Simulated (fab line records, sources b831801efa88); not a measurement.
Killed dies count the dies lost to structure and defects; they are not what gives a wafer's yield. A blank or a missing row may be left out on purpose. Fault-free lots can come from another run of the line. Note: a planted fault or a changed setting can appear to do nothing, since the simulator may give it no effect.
fab line records	flow gf180mcu
[record] lots = 12	wafers = 36	last_day = 34
route steps=602 shown MVSD@74 HV_LDD@214 V1@353 V2@384
lots that met no fault: taken from a fault-free run of the same line
start_h: the number of hours between the record's first day and the start of the first shown wafer of the lot	wait_h: hours elapsed since this lot's preceding step	" as in the row above	L1.1+2: a row that stands for several wafers	- no value, or no start given	* or withheld: withheld	< > ~ a bound
route shown NAME@n: a module of which the file shows steps, and the number in the route of the first	usual: mean and standard deviation over wafers with no fault	same: alike in all rows	chamber/n: place in a boat	sites: readings site by site	_std_site: the standard deviation of these	_edge_site: inner sites' mean taken away from outer sites' mean	radius_mm: how far each site lies from the wafer's centre	mask NAME#n: copy n	behind: the tool/chamber that last shaped the wafer	hold: reason for holding the lot/hours on hold/outcome of the hold	device: names the non-switching transistor (n, p or np)	end of line: tests of these same wafers at the route's end	step lacking rows: just its recipe	killed: not the wafer's yield, but the dies lost to structure and defects at the first sort	map: a wafer's dies, x killed, . not, _ none there
set.NAME: the setting the step ran with; set.NAME@STEP: the setting that earlier step ran with	model.NAME: the simulator's own value behind a step, which no gauge read
a sample of lots followed through the steps of the route, with each step as a table and each wafer as a row
services: from which hour (start_h, from the record's first day; less than 0 if before it) a tool's chamber was out of use, for how many hours, and why
[[steps]]
[step GF_MVSD_IMPLANT_08]
[recipe] species = P	energy_kev = 400	dose_cm2 = 1.6e+13	tilt_deg = 0
[usual] dose_ions_cm2 = 1.5999e+13/1.7e+10	faraday_current_uA = 90.1/1.9
lot.wafer	tool	chamber	start_h	wait_h	dose_ions_cm2	faraday_current_uA
L355.2	implanter-01	0	89.59	0.0	1.6025e+13	92.4
L355.3	"	0	"	"	1.6019e+13	86.9
L355.4	"	0	"	"	1.5998e+13	91.6
L356.2	implanter-01	0	93.39	0.0	1.6016e+13	92.0
L356.4	"	0	"	"	1.5999e+13	90.1
L356.6	"	0	"	"	1.5983e+13	86.2
L357.1	implanter-01	0	100.91	0.0	1.6019e+13	88.0
L357.3	"	0	"	"	1.6029e+13	92.0
L357.5	"	0	"	"	1.6001e+13	88.8
L358.2	implanter-02	0	105.09	0.0	1.5987e+13	89.0
L358.4	"	0	"	"	1.599e+13	92.6
L358.5	"	0	"	"	1.6002e+13	92.6
L361.2	implanter-02	0	125.49	0.0	1.6037e+13	93.1
L361.3	"	0	"	"	1.5999e+13	89.1
L361.6	"	0	"	"	1.5994e+13	87.7
L363.3	implanter-01	0	136.46	0.1	1.5977e+13	88.7
L363.4	"	0	"	"	1.599e+13	90.1
L363.5	"	0	"	"	1.6001e+13	91.3
L367.2	implanter-01	0	156.88	0.0	2.252e+13	126.3
L367.3	"	0	"	"	2.2521e+13	124.4
L367.6	"	0	"	"	2.252e+13	125.3
L368.4	implanter-01	0	163.33	0.1	2.2502e+13	133.6
L368.5	"	0	"	"	2.2503e+13	124.5
L368.6	"	0	"	"	2.2554e+13	126.6
L370.2	implanter-02	0	173.97	0.0	1.5994e+13	89.2
L370.4	"	0	"	"	1.5972e+13	88.7
L370.5	"	0	"	"	1.5999e+13	89.3
L371.4	implanter-02	0	183.38	0.1	1.6009e+13	87.9
L371.5	"	0	"	"	1.5998e+13	90.3
L371.6	"	0	"	"	1.598e+13	92.5
L374.2	implanter-04	0	196.73	0.0	1.6013e+13	89.7
L374.3	"	0	"	"	1.5996e+13	89.5
L374.4	"	0	"	"	1.6023e+13	89.1
L375.1	implanter-04	0	217.71	0.0	1.6013e+13	87.5
L375.2	"	0	"	"	1.5994e+13	90.2
L375.6	"	0	"	"	1.6003e+13	90.8
[step GF_MVSD_TW_MEAS_11]
[usual] MVSD_TW = 1599/7.4
lot.wafer	tool	chamber	start_h	wait_h	MVSD_TW
L355.2	film_metro-03	-	89.97	0.1	1590
L355.3	"	-	"	"	1597
L355.4	"	-	"	"	1592
L356.2	film_metro-03	-	93.77	0.1	1586
L356.4	"	-	"	"	1588
L356.6	"	-	"	"	1591
L357.1	film_metro-04	-	101.31	0.1	1595
L357.3	"	-	"	"	1597
L357.5	"	-	"	"	1604
L358.2	film_metro-04	-	105.47	0.1	1600
L358.4	"	-	"	"	1601
L358.5	"	-	"	"	1602
L361.2	film_metro-03	-	125.87	0.1	1595
L361.3	"	-	"	"	1589
L361.6	"	-	"	"	1593
L363.3	film_metro-04	-	136.83	0.1	1602
L363.4	"	-	"	"	1605
L363.5	"	-	"	"	1605
L367.2	film_metro-03	-	157.27	0.1	1745
L367.3	"	-	"	"	1758
L367.6	"	-	"	"	1770
L368.4	film_metro-04	-	163.69	0.1	1764
L368.5	"	-	"	"	1761
L368.6	"	-	"	"	1760
L370.2	film_metro-04	-	174.35	0.1	1599
L370.4	"	-	"	"	1594
L370.5	"	-	"	"	1597
L371.4	film_metro-04	-	183.74	0.1	1605
L371.5	"	-	"	"	1597
L371.6	"	-	"	"	1605
L374.2	film_metro-03	-	197.12	0.1	1600
L374.3	"	-	"	"	1592
L374.4	"	-	"	"	1602
L375.1	film_metro-04	-	218.12	0.1	1601
L375.2	"	-	"	"	1604
L375.6	"	-	"	"	1600
[step GF_VT_IMPLANT_RS_MEAS_46]
[recipe] thk_meas_gauge = four-point-probe
[usual] MVSD_RS = 456.9/1.1
lot.wafer	tool	chamber	start_h	wait_h	MVSD_RS[ohm/sq]
L355.2	film_metro-03	-	166.05	0.1	456.5
L355.3	"	-	"	"	456.9
L355.4	"	-	"	"	457.4
L356.2	film_metro-03	-	169.12	0.1	457.9
L356.4	"	-	"	"	459.0
L356.6	"	-	"	"	457.5
L357.1	film_metro-03	-	177.71	0.1	457.0
L357.3	"	-	"	"	456.6
L357.5	"	-	"	"	456.8
L358.2	film_metro-04	-	184.33	0.1	455.4
L358.4	"	-	"	"	457.1
L358.5	"	-	"	"	456.0
L361.2	film_metro-03	-	207.67	0.1	458.3
L361.3	"	-	"	"	457.2
L361.6	"	-	"	"	457.5
L363.3	film_metro-03	-	220.96	0.1	457.7
L363.4	"	-	"	"	458.1
L363.5	"	-	"	"	458.2
L367.2	film_metro-04	-	245.22	0.1	387.5
L367.3	"	-	"	"	386.9
L367.6	"	-	"	"	387.4
L368.4	film_metro-04	-	251.56	0.1	388.1
L368.5	"	-	"	"	386.9
L368.6	"	-	"	"	387.3
L370.2	film_metro-04	-	264.32	0.1	456.8
L370.4	"	-	"	"	458.4
L370.5	"	-	"	"	456.4
L371.4	film_metro-03	-	273.58	0.1	457.1
L371.5	"	-	"	"	458.1
L371.6	"	-	"	"	455.6
L374.2	film_metro-02	-	289.07	0.1	457.2
L374.3	"	-	"	"	457.3
L374.4	"	-	"	"	456.6
L375.1	film_metro-04	-	313.41	0.1	455.3
L375.2	"	-	"	"	455.5
L375.6	"	-	"	"	455.2
[step GF_HV_LDD_TW_MEAS_38]
[usual] HV_LDD_3_TW = 1440/11
lot.wafer	tool	chamber	start_h	wait_h	HV_LDD_3_TW
L355.2	film_metro-02	-	267.57	0.1	1411
L355.3	"	-	"	"	1428
L355.4	"	-	"	"	1423
L357.1	film_metro-02	-	275.86	0.1	1416
L357.3	"	-	"	"	1422
L357.5	"	-	"	"	1422
L356.2	film_metro-03	-	276.00	0.1	1446
L356.4	"	-	"	"	1449
L356.6	"	-	"	"	1443
L358.2	film_metro-03	-	283.47	0.1	1446
L358.4	"	-	"	"	1442
L358.5	"	-	"	"	1449
L361.2	film_metro-03	-	310.82	0.1	1457
L361.3	"	-	"	"	1452
L361.6	"	-	"	"	1451
L363.3	film_metro-02	-	326.88	0.1	1425
L363.4	"	-	"	"	1427
L363.5	"	-	"	"	1432
L367.2	film_metro-03	-	359.37	0.1	1428
L367.3	"	-	"	"	1437
L367.6	"	-	"	"	1432
L368.4	film_metro-04	-	365.51	0.1	1453
L368.5	"	-	"	"	1441
L368.6	"	-	"	"	1452
L370.2	film_metro-02	-	376.32	0.1	1434
L370.4	"	-	"	"	1434
L370.5	"	-	"	"	1434
L371.4	film_metro-03	-	391.59	0.1	1439
L371.5	"	-	"	"	1442
L371.6	"	-	"	"	1433
L374.2	film_metro-02	-	405.72	0.1	1428
L374.3	"	-	"	"	1430
L374.4	"	-	"	"	1434
L375.1	film_metro-03	-	435.26	0.1	1425
L375.2	"	-	"	"	1438
L375.6	"	-	"	"	1434
[step GF_V1_STRIP_18]
[recipe] chemistry = O2/N2	power_w = 1400	pressure_mtorr = 1500	platen_temp_c = 250	o2_flow_sccm = 3000	n2_flow_sccm = 300	overash_fraction = 0.5
[usual] drypump_motor_current_A = 6.1/0.34	heater_power_w = 348/37	oes_product_au = 0.592/0.0051
[same] overash_fraction = 0.5
lot.wafer	tool	chamber	start_h	wait_h	drypump_motor_current_A	heater_power_w	oes_product_au	rf_hours_counter_h
L355.2	plasma_asher-03	0	429.96	-	6.3	327	0.592	77
L355.3	"	0	"	"	6.3	323	0.591	-
L355.4	"	1	"	"	6.2	379	0.588	-
L357.1	plasma_asher-04	0	439.24	-	6.5	307	0.605	66
L357.3	"	1	"	"	5.3	284	0.590	-
L357.5	"	1	"	"	5.3	290	0.589	-
L356.2	plasma_asher-03	0	441.45	-	6.3	322	0.601	79
L356.4	"	1	"	"	6.2	375	0.600	-
L356.6	"	1	"	"	6.1	382	0.586	-
L358.2	plasma_asher-03	0	446.79	-	6.4	327	0.594	79
L358.4	"	1	"	"	6.2	396	0.586	-
L358.5	"	1	"	"	6.2	385	0.589	-
L361.2	plasma_asher-03	0	481.15	-	6.3	324	0.599	82
L361.3	"	0	"	"	6.3	328	0.582	-
L361.6	"	0	"	"	6.3	324	0.599	-
L363.3	plasma_asher-04	0	496.87	-	6.5	305	0.597	-
L363.4	"	1	"	"	5.3	280	0.593	-
L363.5	"	1	"	"	5.2	284	0.600	-
L367.2	plasma_asher-04	0	533.70	-	6.4	313	0.598	76
L367.3	"	1	"	"	5.3	283	0.589	-
L367.6	"	0	"	"	6.5	307	0.585	-
L368.4	plasma_asher-03	1	542.04	-	6.2	386	0.586	-
L368.5	"	0	"	"	6.3	322	0.590	-
L368.6	"	1	"	"	6.2	383	0.585	-
L370.2	plasma_asher-03	0	548.85	-	6.3	326	0.589	90
L370.4	"	1	"	"	6.1	381	0.590	-
L370.5	"	1	"	"	6.2	378	0.602	-
L371.4	plasma_asher-03	0	567.14	-	6.3	318	0.594	-
L371.5	"	1	"	"	6.2	386	0.586	-
L371.6	"	0	"	"	6.3	318	0.592	-
L374.2	plasma_asher-03	0	580.00	-	6.3	329	0.592	93
L374.3	"	0	"	"	6.3	334	0.589	-
L374.4	"	1	"	"	6.1	388	0.596	-
L375.1	plasma_asher-03	1	607.64	-	6.2	374	0.597	95
L375.2	"	0	"	"	6.3	332	0.581	95
L375.6	"	0	"	"	6.3	323	0.591	-
[step GF_V2_CVD_02]
[recipe] material = SiO2	target_thk_nm = 850	precursor = TEOS	temp_c = 400	time_s = 94.851	rf_w = 600
[usual] heater_power_w = 697/120
lot.wafer	tool	chamber	start_h	wait_h	heater_power_w
L355.2	pecvd-04	0	456.58	0.0	792
L355.3	"	2	"	"	617
L355.4	"	1	"	"	921
L357.1	pecvd-04	1	466.42	0.1	878
L357.3	"	0	"	"	793
L357.5	"	2	"	"	489
L356.2	pecvd-04	1	468.43	0.0	907
L356.4	"	2	"	"	623
L356.6	"	0	"	"	765
L358.2	pecvd-04	1	474.05	0.0	808
L358.4	"	0	"	"	806
L358.5	"	1	"	"	884
L361.2	pecvd-02	0	507.16	0.0	690
L361.3	"	2	"	"	628
L361.6	"	0	"	"	749
L363.3	pecvd-04	0	523.22	0.0	664
L363.4	"	0	"	"	727
L363.5	"	2	"	"	600
L367.2	pecvd-04	2	558.55	0.0	556
L367.3	"	1	"	"	898
L367.6	"	1	"	"	929
L368.4	pecvd-03	2	567.43	0.1	479
L368.5	"	0	"	"	665
L368.6	"	1	"	"	803
L370.2	pecvd-03	1	573.51	0.0	697
L370.4	"	0	"	"	601
L370.5	"	1	"	"	750
L371.4	pecvd-03	2	591.27	0.1	618
L371.5	"	1	"	"	649
L371.6	"	0	"	"	670
L374.2	pecvd-03	2	602.94	0.0	507
L374.3	"	0	"	"	594
L374.4	"	0	"	"	639
L375.1	pecvd-04	0	630.31	0.1	739
L375.2	"	2	"	"	522
L375.6	"	1	"	"	867
[[services]]
tool	chamber	start_h	hours	kind
implanter-02	-	75.79	3.7	pm
pecvd-04	-	118.34	1.7	repair
plasma_asher-03	-	154.53	3.4	repair
pecvd-04	-	160.62	14.0	pm
implanter-02	-	161.01	4.0	pm
pecvd-03	2	167.08	2.8	repair
plasma_asher-03	-	237.25	2.8	pm
pecvd-03	1	281.77	7.1	repair
implanter-01	-	298.41	2.9	repair
implanter-01	-	299.16	3.2	repair
implanter-02	-	307.00	5.4	repair
pecvd-03	-	345.52	0.7	repair
implanter-01	-	349.59	3.8	repair
implanter-01	-	374.43	4.3	pm
pecvd-03	1	375.31	6.7	repair
pecvd-04	0	378.93	12.2	repair
implanter-02	-	402.92	1.7	repair
pecvd-04	0	412.46	6.4	repair
pecvd-04	-	448.72	6.0	pm
implanter-02	-	476.41	2.3	repair
implanter-01	-	512.00	3.8	repair
implanter-02	-	564.79	2.2	pm
pecvd-03	-	568.69	0.8	repair
pecvd-04	2	586.22	9.3	repair
[[key]]
[first_sign] step = GF_MVSD_IMPLANT_08	reading = dose_ions_cm2	direction = up	sigmas = 99+	usual = 1.5999e+13	struck = 2.252e+13
[effect] step = GF_MVSD_IMPLANT_08	reading = faraday_current_uA	direction = up	sigmas = 19	usual = 90.1	struck = 126.8
[effect] step = GF_MVSD_TW_MEAS_11	reading = MVSD_TW	direction = up	sigmas = 22	usual = 1599	struck = 1760
[effect] step = GF_VT_IMPLANT_RS_MEAS_46	reading = MVSD_RS	direction = down	sigmas = 63	usual = 456.9	struck = 387.4
met_at GF_MVSD_IMPLANT_08
struck_lots L367,L368
tester_left_out L367,L368
not_acting_at GF_HV_LDD_TW_MEAS_38,GF_V1_STRIP_18,GF_V2_CVD_02
onset_between 136.46 156.88
[fault] kind = process_parameter_drift	tool = implanter-01	chamber = -	onset_h = 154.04	steps = GF_MVSD_IMPLANT_08	channel = dose_cm2	offset = 6.5269e+12	shape = step	end_h = 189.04	acts_in = these_recipes_only	stated = 1.6e+13
// tester_left_out: of these lots the tester's yield and bins aren't shown, on N5 and GAA mostly nor the transistor test; their killed dies are dies lost to structure and defects alone, not to doping, threshold or leakage, so they don't give the yield
